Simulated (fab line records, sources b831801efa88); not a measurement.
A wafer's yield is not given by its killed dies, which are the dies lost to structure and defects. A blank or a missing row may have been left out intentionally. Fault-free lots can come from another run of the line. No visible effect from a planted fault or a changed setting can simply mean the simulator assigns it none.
Which tool did it? || flow sky130 || 15 lots, 45 wafers sampled, at 3 steps of a route of 708

## WHAT THE GAUGES SHOWED, per wafer
SKY_SONOS_ONO_THK_MEAS_03. Usual: for SONOS_ONO_CVD_02_THK the level is 10.56 nm and the standard deviation is 0.13.
{"lot": "L170", "measured": "day 11 14:34", "on": "film_metro-03", "SONOS_ONO_CVD_02_THK (nm)": "10.53 10.50 10.58", "flag": ""}
{"lot": "L171", "measured": "day 11 20:33", "on": "film_metro-01", "SONOS_ONO_CVD_02_THK (nm)": "10.40 10.47 10.59", "flag": ""}
{"lot": "L172", "measured": "day 12 06:44", "on": "film_metro-03", "SONOS_ONO_CVD_02_THK (nm)": "10.73 10.76 10.64", "flag": ""}
{"lot": "L173", "measured": "day 13 02:05", "on": "film_metro-04", "SONOS_ONO_CVD_02_THK (nm)": "10.59 10.60 10.55", "flag": ""}
{"lot": "L174", "measured": "day 13 12:40", "on": "film_metro-04", "SONOS_ONO_CVD_02_THK (nm)": "10.45 10.48 10.40", "flag": ""}
{"lot": "L175", "measured": "day 13 21:38", "on": "film_metro-03", "SONOS_ONO_CVD_02_THK (nm)": "10.50 10.44 10.48", "flag": ""}
{"lot": "L176", "measured": "day 13 22:40", "on": "film_metro-04", "SONOS_ONO_CVD_02_THK (nm)": "10.52 10.66 10.56", "flag": ""}
{"lot": "L179", "measured": "day 14 16:50", "on": "film_metro-04", "SONOS_ONO_CVD_02_THK (nm)": "10.54 10.51 10.54", "flag": ""}
{"lot": "L180", "measured": "day 14 23:38", "on": "film_metro-04", "SONOS_ONO_CVD_02_THK (nm)": "10.59 10.62 10.51", "flag": ""}
{"lot": "L181", "measured": "day 15 09:16", "on": "film_metro-01", "SONOS_ONO_CVD_02_THK (nm)": "10.39 10.47 10.43", "flag": ""}
{"lot": "L183", "measured": "day 16 01:10", "on": "film_metro-04", "SONOS_ONO_CVD_02_THK (nm)": "10.36 10.41 10.48", "flag": ""}
{"lot": "L187", "measured": "day 17 13:01", "on": "film_metro-03", "SONOS_ONO_CVD_02_THK (nm)": "10.77 10.75 10.72", "flag": ""}
{"lot": "L188", "measured": "day 17 22:29", "on": "film_metro-04", "SONOS_ONO_CVD_02_THK (nm)": "10.60 10.59 10.55", "flag": ""}
{"lot": "L189", "measured": "day 19 00:29", "on": "film_metro-01", "SONOS_ONO_CVD_02_THK (nm)": "10.65 10.74 10.72", "flag": ""}
{"lot": "L190", "measured": "day 19 16:25", "on": "film_metro-01", "SONOS_ONO_CVD_02_THK (nm)": "10.80 10.60 10.71", "flag": ""}

SKY_GATE_OXIDE_THK_MEAS_02. Usual: for GATE_OXIDE_OXIDATION_00_THK the level is 10.32 nm and the standard deviation is 0.2.
{"lot": "L170", "measured": "day 12 19:57", "on": "film_metro-03", "GATE_OXIDE_OXIDATION_00_THK (nm)": "10.53 10.55 10.70", "flag": ""}
{"lot": "L171", "measured": "day 13 04:15", "on": "film_metro-01", "GATE_OXIDE_OXIDATION_00_THK (nm)": "10.20 10.06 10.10", "flag": ""}
{"lot": "L172", "measured": "day 13 13:20", "on": "film_metro-03", "GATE_OXIDE_OXIDATION_00_THK (nm)": "10.51 10.50 10.47", "flag": ""}
{"lot": "L173", "measured": "day 14 05:33", "on": "film_metro-02", "GATE_OXIDE_OXIDATION_00_THK (nm)": "10.22 10.09 10.50", "flag": ""}
{"lot": "L174", "measured": "day 14 17:58", "on": "film_metro-01", "GATE_OXIDE_OXIDATION_00_THK (nm)": "10.31 10.38 10.29", "flag": ""}
{"lot": "L175", "measured": "day 15 03:13", "on": "film_metro-02", "GATE_OXIDE_OXIDATION_00_THK (nm)": "10.52 10.77 10.81", "flag": ""}
{"lot": "L176", "measured": "day 15 04:37", "on": "film_metro-02", "GATE_OXIDE_OXIDATION_00_THK (nm)": "10.45 10.38 10.40", "flag": ""}
{"lot": "L179", "measured": "day 16 00:59", "on": "film_metro-02", "GATE_OXIDE_OXIDATION_00_THK (nm)": "10.25 10.02 10.00", "flag": ""}
{"lot": "L180", "measured": "day 16 07:14", "on": "film_metro-03", "GATE_OXIDE_OXIDATION_00_THK (nm)": "10.50 10.21 10.33", "flag": ""}
{"lot": "L181", "measured": "day 16 16:17", "on": "film_metro-03", "GATE_OXIDE_OXIDATION_00_THK (nm)": "10.69 10.42 10.57", "flag": ""}
{"lot": "L183", "measured": "day 17 10:08", "on": "film_metro-02", "GATE_OXIDE_OXIDATION_00_THK (nm)": "10.12 10.12 10.23", "flag": ""}
{"lot": "L187", "measured": "day 18 22:47", "on": "film_metro-02", "GATE_OXIDE_OXIDATION_00_THK (nm)": "10.01 10.16 10.19", "flag": ""}
{"lot": "L188", "measured": "day 19 07:44", "on": "film_metro-03", "GATE_OXIDE_OXIDATION_00_THK (nm)": "10.21 10.27 10.25", "flag": ""}
{"lot": "L189", "measured": "day 20 10:29", "on": "film_metro-02", "GATE_OXIDE_OXIDATION_00_THK (nm)": "10.24 10.25 10.26", "flag": ""}
{"lot": "L190", "measured": "day 21 01:54", "on": "film_metro-02", "GATE_OXIDE_OXIDATION_00_THK (nm)": "10.43 10.31 10.46", "flag": ""}

SKY_POLY_GATE_THK_MEAS_04. Usual: for POLY_GATE_CVD_03_THK the level is 75.1 nm and the standard deviation is 0.61.
{"lot": "L170", "measured": "day 15 04:15", "on": "film_metro-04", "POLY_GATE_CVD_03_THK (nm)": "74.8 74.8 74.3", "flag": ""}
{"lot": "L171", "measured": "day 15 12:02", "on": "film_metro-01", "POLY_GATE_CVD_03_THK (nm)": "75.3 75.0 75.3", "flag": ""}
{"lot": "L172", "measured": "day 16 00:08", "on": "film_metro-02", "POLY_GATE_CVD_03_THK (nm)": "75.3 75.1 75.5", "flag": ""}
{"lot": "L173", "measured": "day 16 18:11", "on": "film_metro-04", "POLY_GATE_CVD_03_THK (nm)": "74.0 75.0 74.5", "flag": ""}
{"lot": "L174", "measured": "day 17 07:50", "on": "film_metro-04", "POLY_GATE_CVD_03_THK (nm)": "74.8 74.0 74.5", "flag": ""}
{"lot": "L175", "measured": "day 17 18:11", "on": "film_metro-04", "POLY_GATE_CVD_03_THK (nm)": "74.6 74.7 74.8", "flag": ""}
{"lot": "L176", "measured": "day 17 19:32", "on": "film_metro-01", "POLY_GATE_CVD_03_THK (nm)": "75.8 75.4 75.7", "flag": ""}
{"lot": "L179", "measured": "day 18 19:05", "on": "film_metro-01", "POLY_GATE_CVD_03_THK (nm)": "75.4 75.0 74.3", "flag": ""}
{"lot": "L180", "measured": "day 18 23:26", "on": "film_metro-01", "POLY_GATE_CVD_03_THK (nm)": "75.2 74.6 74.3", "flag": ""}
{"lot": "L181", "measured": "day 19 09:41", "on": "film_metro-01", "POLY_GATE_CVD_03_THK (nm)": "74.9 74.6 74.9", "flag": ""}
{"lot": "L183", "measured": "day 20 03:53", "on": "film_metro-01", "POLY_GATE_CVD_03_THK (nm)": "76.0 75.7 75.5", "flag": ""}
{"lot": "L187", "measured": "day 21 17:47", "on": "film_metro-04", "POLY_GATE_CVD_03_THK (nm)": "75.3 75.6 75.3", "flag": ""}
{"lot": "L188", "measured": "day 22 02:11", "on": "film_metro-04", "POLY_GATE_CVD_03_THK (nm)": "75.8 76.6 75.8", "flag": ""}
{"lot": "L189", "measured": "day 23 03:33", "on": "film_metro-02", "POLY_GATE_CVD_03_THK (nm)": "76.1 76.1 76.1", "flag": ""}
{"lot": "L190", "measured": "day 23 20:38", "on": "film_metro-02", "POLY_GATE_CVD_03_THK (nm)": "75.7 74.8 75.1", "flag": ""}

## WHICH TOOL RAN EACH LOT (tool, then ch and the chambers of the sampled wafers, then the start)
The record shows no process step preceding these readings.

## WHAT THE TOOLS THEMSELVES READ (means of the sampled wafers that have a number; where no wafer has one, the mark that the record gives instead)
The record holds no such reading with a usual standard deviation.

## THE ANSWER, worked out from the rows above alone
Rule: a lot counts as off when the mean over its wafers that have a number is more than 3 standard deviations away from the usual mean. A lot without any number at a reading at which 4 lots or more have one is off too. Where the step has rows for the other lots, those lots are counted as sound. After the gauges, taken in route order, come the tools' own readings; for these a lot's mean is taken, as printed above. The first step at which some lot is off is used, and at that step the reading that is off furthest; a lot without a number counts as furthest.
None of the lots is off at any reading shown; this tells nothing.

## WHAT WAS PUT IN BY THE SIMULATOR
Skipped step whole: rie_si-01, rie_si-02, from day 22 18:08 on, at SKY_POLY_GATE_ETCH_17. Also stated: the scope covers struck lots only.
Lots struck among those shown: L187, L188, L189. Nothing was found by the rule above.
